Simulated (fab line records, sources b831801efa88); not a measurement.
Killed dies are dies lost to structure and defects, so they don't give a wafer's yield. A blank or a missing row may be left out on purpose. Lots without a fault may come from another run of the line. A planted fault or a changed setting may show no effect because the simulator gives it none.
A sampling plan put to the test | flow sky130 | one fab line, 32 faults that these records tell of, each judged on the records of the lots that it struck; 11 more are left out, because the records don't allow judging them
The plan is the line's own looks: the steps of the route at which a gauge or an inspection reads the wafer and doesn't change it. A look can be judged if struck wafers have a number there and the file gives its usual mean and standard deviation on fault-free wafers. Caught: at a look after the fault's first step, the mean of the struck wafers lies 4 or more of those standard deviations (sigma) from the usual mean. On the tool: the same test on the tool's own readings at the fault's steps. Another recipe on the struck wafers, or a record that is blank for them alone, also counts as caught.

THE FAULTS, as the simulator had put them in
1. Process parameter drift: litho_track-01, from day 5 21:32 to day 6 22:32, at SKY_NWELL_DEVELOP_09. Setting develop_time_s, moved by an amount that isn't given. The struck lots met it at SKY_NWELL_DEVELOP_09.
2. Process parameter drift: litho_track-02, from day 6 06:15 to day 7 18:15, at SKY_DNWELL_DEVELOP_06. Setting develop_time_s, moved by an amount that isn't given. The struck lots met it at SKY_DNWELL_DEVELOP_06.
3. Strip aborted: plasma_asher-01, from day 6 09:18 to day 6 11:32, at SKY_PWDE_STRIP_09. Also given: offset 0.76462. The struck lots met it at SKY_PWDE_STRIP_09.
4. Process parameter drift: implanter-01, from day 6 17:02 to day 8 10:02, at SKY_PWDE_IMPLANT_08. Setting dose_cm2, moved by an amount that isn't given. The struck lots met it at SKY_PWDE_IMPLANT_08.
5. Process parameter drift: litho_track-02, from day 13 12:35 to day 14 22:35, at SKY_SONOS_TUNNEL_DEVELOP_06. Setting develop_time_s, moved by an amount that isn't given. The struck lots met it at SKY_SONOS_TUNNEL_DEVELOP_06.
6. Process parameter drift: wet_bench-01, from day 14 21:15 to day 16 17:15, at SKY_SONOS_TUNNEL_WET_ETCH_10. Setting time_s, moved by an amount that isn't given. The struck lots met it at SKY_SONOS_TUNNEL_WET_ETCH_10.
7. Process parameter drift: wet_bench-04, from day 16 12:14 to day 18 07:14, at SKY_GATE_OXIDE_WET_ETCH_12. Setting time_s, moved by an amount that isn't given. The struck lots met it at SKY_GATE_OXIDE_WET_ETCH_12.
8. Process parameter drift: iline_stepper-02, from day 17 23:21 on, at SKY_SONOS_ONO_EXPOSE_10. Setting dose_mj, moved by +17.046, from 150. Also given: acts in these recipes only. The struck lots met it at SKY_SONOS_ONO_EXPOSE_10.
9. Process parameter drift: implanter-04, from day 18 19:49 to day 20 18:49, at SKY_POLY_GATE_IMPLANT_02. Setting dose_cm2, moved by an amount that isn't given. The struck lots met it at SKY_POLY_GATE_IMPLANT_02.
10. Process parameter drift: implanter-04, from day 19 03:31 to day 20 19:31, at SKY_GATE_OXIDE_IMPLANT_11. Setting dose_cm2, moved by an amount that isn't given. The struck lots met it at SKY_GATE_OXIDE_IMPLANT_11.
11. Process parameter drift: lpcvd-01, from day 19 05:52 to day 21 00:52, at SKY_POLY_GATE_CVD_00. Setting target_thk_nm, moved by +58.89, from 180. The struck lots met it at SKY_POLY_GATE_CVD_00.
12. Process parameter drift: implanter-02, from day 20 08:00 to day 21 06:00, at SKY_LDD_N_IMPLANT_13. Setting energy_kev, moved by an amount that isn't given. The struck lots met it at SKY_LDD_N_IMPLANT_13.
13. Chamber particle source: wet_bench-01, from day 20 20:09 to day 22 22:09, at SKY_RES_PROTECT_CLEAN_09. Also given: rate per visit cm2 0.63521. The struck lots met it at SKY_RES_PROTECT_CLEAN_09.
14. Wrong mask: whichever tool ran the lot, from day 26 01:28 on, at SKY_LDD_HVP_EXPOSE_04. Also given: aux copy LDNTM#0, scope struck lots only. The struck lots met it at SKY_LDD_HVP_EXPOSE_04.
15. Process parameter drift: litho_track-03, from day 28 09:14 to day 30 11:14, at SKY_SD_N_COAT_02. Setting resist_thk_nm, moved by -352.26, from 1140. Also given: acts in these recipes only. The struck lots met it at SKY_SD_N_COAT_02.
16. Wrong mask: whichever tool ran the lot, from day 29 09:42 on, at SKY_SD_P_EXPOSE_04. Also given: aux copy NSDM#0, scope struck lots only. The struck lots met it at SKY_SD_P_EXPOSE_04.
17. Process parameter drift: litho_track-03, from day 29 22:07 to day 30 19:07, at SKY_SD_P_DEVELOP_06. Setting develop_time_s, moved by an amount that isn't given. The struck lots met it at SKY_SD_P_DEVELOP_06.
18. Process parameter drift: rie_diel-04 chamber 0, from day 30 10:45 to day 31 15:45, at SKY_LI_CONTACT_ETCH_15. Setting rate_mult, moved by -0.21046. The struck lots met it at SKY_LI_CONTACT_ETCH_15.
19. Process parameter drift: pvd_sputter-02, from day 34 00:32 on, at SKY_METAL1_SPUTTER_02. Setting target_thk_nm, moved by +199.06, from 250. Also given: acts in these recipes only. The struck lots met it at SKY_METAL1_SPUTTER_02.
20. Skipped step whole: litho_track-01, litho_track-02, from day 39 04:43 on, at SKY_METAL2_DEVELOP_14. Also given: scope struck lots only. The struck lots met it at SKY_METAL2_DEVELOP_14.
21. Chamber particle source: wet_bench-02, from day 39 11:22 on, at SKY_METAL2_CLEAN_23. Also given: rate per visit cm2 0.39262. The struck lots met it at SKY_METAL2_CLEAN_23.
22. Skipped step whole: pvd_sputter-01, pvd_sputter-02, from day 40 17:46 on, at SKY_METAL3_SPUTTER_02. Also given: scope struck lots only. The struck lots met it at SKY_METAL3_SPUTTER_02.
23. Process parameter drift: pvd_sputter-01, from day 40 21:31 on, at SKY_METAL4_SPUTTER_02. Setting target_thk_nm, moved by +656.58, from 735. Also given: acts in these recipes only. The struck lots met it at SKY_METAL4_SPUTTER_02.
24. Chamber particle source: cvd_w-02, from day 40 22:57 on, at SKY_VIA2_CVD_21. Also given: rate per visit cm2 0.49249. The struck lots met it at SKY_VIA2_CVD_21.
25. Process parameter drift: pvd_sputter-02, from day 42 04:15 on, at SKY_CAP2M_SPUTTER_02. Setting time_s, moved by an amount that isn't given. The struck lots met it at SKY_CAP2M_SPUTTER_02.
26. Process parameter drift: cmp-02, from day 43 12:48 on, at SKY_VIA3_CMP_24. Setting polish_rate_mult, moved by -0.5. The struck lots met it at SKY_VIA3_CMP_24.
27. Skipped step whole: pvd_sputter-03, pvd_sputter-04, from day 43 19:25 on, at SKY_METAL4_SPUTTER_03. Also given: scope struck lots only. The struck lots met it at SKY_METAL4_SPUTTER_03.
28. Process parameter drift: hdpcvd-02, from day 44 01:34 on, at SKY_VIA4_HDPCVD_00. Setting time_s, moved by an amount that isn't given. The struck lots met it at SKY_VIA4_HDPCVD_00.
29. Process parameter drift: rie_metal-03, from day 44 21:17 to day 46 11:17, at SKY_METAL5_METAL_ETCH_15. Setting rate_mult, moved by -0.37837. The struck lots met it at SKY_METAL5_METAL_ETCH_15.
30. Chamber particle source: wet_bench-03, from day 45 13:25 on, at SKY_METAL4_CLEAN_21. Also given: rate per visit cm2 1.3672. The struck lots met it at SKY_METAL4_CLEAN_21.
31. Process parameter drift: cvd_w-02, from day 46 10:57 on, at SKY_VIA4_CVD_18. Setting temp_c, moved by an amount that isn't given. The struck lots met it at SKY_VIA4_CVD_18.
32. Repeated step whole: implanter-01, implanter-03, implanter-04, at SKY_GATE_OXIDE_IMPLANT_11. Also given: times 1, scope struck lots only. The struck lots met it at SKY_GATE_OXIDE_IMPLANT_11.

WHAT THE PLAN SAW
fault | on the tool itself                               | first look that catches it                      | reading, sigma              | median hours from its first step to that look | hours from the fault's start to the first struck lot there | judged looks passed uncaught
1     | no reading that can be judged                    | no look after it can be judged                  | -                           | -                                             | -                                                          | 0
2     | under 2 sigma                                    | no look after it can be judged                  | -                           | -                                             | -                                                          | 0
3     | oes_product_au +40 sigma                         | SKY_NWELL_TW_MEAS_15                            | NWELL_TW -99 or beyond      | 19.2                                          | 21                                                         | 0
4     | dose_ions_cm2 -84 sigma                          | SKY_PWDE_TW_MEAS_10                             | PWDE_TW -4.9                | 0.2                                           | 6                                                          | 0
5     | no reading that can be judged                    | SKY_SONOS_TUNNEL_CD_MEAS_07                     | cd_nm -17                   | 0.1                                           | 6                                                          | 0
6     | run_length_s -39 sigma                           | no look after it can be judged                  | -                           | -                                             | -                                                          | 0
7     | run_length_s -44 sigma                           | no look after it can be judged                  | -                           | -                                             | -                                                          | 0
8     | exposure_dose_mJ_cm2 +99 or beyond sigma         | SKY_SONOS_ONO_CD_MEAS_13                        | cd_nm -13                   | 15.0                                          | 19                                                         | 0
9     | dose_ions_cm2 -99 or beyond sigma                | SKY_RES_PROTECT_TW_MEAS_08                      | POLY_GATE_TW -6.1           | 0.2                                           | 8                                                          | 0
10    | dose_ions_cm2 +99 or beyond sigma                | SKY_GATE_OXIDE_TW_MEAS_14                       | GATE_OXIDE_TW +99 or beyond | 0.4                                           | 5                                                          | 0
11    | under 2 sigma                                    | SKY_POLY_GATE_THK_MEAS_01                       | POLY_GATE_CVD_00_THK +41    | 1.2                                           | 6                                                          | 0
12    | beam_energy_keV +85 sigma                        | no look after it can be judged                  | -                           | -                                             | -                                                          | 0
13    | under 2 sigma                                    | not the one look that can be judged after it    | -                           | -                                             | -                                                          | 1
14    | no reading that can be judged                    | SKY_LDD_HVP_TW_MEAS_10                          | LDD_HVP_TW -99 or beyond    | 14.0                                          | 15                                                         | 0
15    | no reading that can be judged                    | SKY_SD_N_CD_MEAS_07                             | cd_nm +12                   | 14.2                                          | 42                                                         | 0
16    | no reading that can be judged                    | SKY_SD_P_TW_MEAS_11                             | SD_P_TW -99 or beyond       | 14.9                                          | 16                                                         | 0
17    | no reading that can be judged                    | SKY_SD_P_CD_MEAS_07                             | cd_nm -42                   | 0.1                                           | 1                                                          | 0
18    | under 2 sigma                                    | no look after it can be judged                  | -                           | -                                             | -                                                          | 0
19    | under 2 sigma                                    | SKY_METAL1_RS_MEAS_05                           | METAL1_ALCU_RS -33          | 0.1                                           | 0                                                          | 0
20    | no reading that can be judged                    | no look after it can be judged                  | -                           | -                                             | -                                                          | 0
21    | no reading that can be judged                    | none of the 3 looks that can be judged after it | -                           | -                                             | -                                                          | 3
22    | the tool's record is blank for the struck wafers | not the one look that can be judged after it    | -                           | -                                             | -                                                          | 1
23    | under 2 sigma                                    | no look after it can be judged                  | -                           | -                                             | -                                                          | 0
24    | under 2 sigma                                    | not the one look that can be judged after it    | -                           | -                                             | -                                                          | 1
25    | under 2 sigma                                    | SKY_CAP2M_RS_MEAS_03                            | CAP2M_TIN_RS +11            | 0.2                                           | 31                                                         | 0
26    | overpolish_run_s -99 or beyond sigma             | no look after it can be judged                  | -                           | -                                             | -                                                          | 0
27    | the tool's record is blank for the struck wafers | no look after it can be judged                  | -                           | -                                             | -                                                          | 0
28    | run_length_s -78 sigma                           | SKY_VIA4_THK_MEAS_01                            | VIA4_HDPCVD_THK -12         | 0.2                                           | 3                                                          | 0
29    | oes_product_au -23 sigma                         | no look after it can be judged                  | -                           | -                                             | -                                                          | 0
30    | no reading that can be judged                    | no look after it can be judged                  | -                           | -                                             | -                                                          | 0
31    | susceptor_temp_C +67 sigma                       | SKY_VIA4_RS_MEAS_19                             | VIA4_W_RS -16               | 0.2                                           | 6                                                          | 0
32    | under 2 sigma                                    | SKY_GATE_OXIDE_TW_MEAS_14                       | GATE_OXIDE_TW +38           | 0.8                                           | -                                                          | 0
A dash: the fault isn't caught, or these records don't give the number.

Caught at a look: 16 of 32. Caught on the tool: 14 of 32. By one or the other: 23 of 32.
Caught on the tool alone: faults 6, 7, 12, 22, 26, 27, 29.
Caught at a look alone: faults 5, 11, 14, 15, 16, 17, 19, 25, 32.
Caught by neither: faults 1, 2, 13, 18, 20, 21, 23, 24, 30.

THINNER SAMPLING
If the look that catches a fault measured only every second or every third lot, by lot number, the first struck lot would be measured this late in the worst case:
fault | struck lots at that look, in order of time | every lot | every second lot | every third lot
3     | L121                                       | 21 h      | may miss it      | may miss it
4     | L814, L818                                 | 6 h       | may miss all 2   | may miss all 2
5     | L913, L916                                 | 6 h       | 31 h             | may miss all 2
8     | L751, L752                                 | 19 h      | 31 h             | may miss all 2
9     | L360, L362                                 | 8 h       | may miss all 2   | may miss all 2
10    | L935, L937                                 | 5 h       | may miss all 2   | may miss all 2
11    | L247, L248                                 | 6 h       | 14 h             | may miss all 2
14    | L466                                       | 15 h      | may miss it      | may miss it
15    | L402, L401                                 | 42 h      | 46 h             | may miss all 2
16    | L423                                       | 16 h      | may miss it      | may miss it
17    | L543, L542                                 | 1 h       | 3 h              | may miss all 2
19    | L670, L669                                 | 0 h       | 2 h              | may miss all 2
25    | L530, L531                                 | 31 h      | 32 h             | may miss all 2
28    | L894, L896                                 | 3 h       | may miss all 2   | may miss all 2
31    | L362                                       | 6 h       | may miss it      | may miss it
Hours are from the fault's start to the first struck lot that is measured. The limit of 4 sigma was tested on all struck wafers together, so one lot alone may lie under it. Other struck lots may not be in these records.

THE LONGEST TIMED WAY FROM STEP TO LOOK
Fault 3: a median of 19.2 hours passes between SKY_PWDE_STRIP_09 and SKY_NWELL_TW_MEAS_15. No look between them can be judged.
